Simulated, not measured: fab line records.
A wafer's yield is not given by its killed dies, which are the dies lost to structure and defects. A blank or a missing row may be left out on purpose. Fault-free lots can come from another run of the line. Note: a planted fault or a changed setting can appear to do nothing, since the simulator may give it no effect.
Chamber matching | flow gf180mcu | GF_V4_CVD_02 on pecvd-01 has 3 sister chambers
The step deposits SiO2 from TEOS, target thk 850 nm, time 94.851 s. 6 wafers are shown with their chamber, then 11 later ones without.

## WAFERS PAIRED WITH THEIR CHAMBERS
wafer  | chamber | heaterPowerW (W)
L081.4 | 2       | 604
L082.2 | 0       | 795
L082.6 | 2       | 627
L083.5 | 0       | 685
L083.6 | 1       | 615
L086.1 | 1       | 615

## WAFERS MISSING THEIR CHAMBER
wafer  | heaterPowerW (W)
L086.4 | 785
L086.5 | 591
L089.1 | 760
L089.3 | 549
L089.6 | 581
L091.1 | 623
L091.4 | 542
L091.6 | 508
L095.1 | 632
L095.2 | 613
L095.4 | 493

## THE CHAMBER EACH PASSED THROUGH
wafer  | from the rows above          | in truth
L086.4 | 0                            | 0
L086.5 | can't be placed: 1 or 2      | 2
L089.1 | 0                            | 0
L089.3 | can't be placed: 1 or 2      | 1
L089.6 | can't be placed: 1 or 2      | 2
L091.1 | can't be placed: 2 or 1      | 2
L091.4 | can't be placed: 1 or 2      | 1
L091.6 | can't be placed: 1 or 2      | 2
L095.1 | can't be placed: 2 or 1 or 0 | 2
L095.2 | can't be placed: 1 or 2      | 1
L095.4 | can't be placed: 1 or 2      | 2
Placed correctly: 2 of 11. These rows do not allow placing 9 (true chamber among the candidates in 9). 0 placed wrongly.
How it was worked out, from the rows above alone: a wafer's distance from a chamber is the root of the sum, over the readings, of the square of ((its reading less the chamber's mean) divided by the reading's scatter). If the next closest chamber is less than 2 further off than the closest, the wafer can't be placed; otherwise it belongs to the closest. The mean given for a chamber averages the wafers shown for that chamber. The scatter: take each reading less its chamber's mean, square it, sum over the shown wafers, divide by the number of wafers less the number of chambers, and take the root.
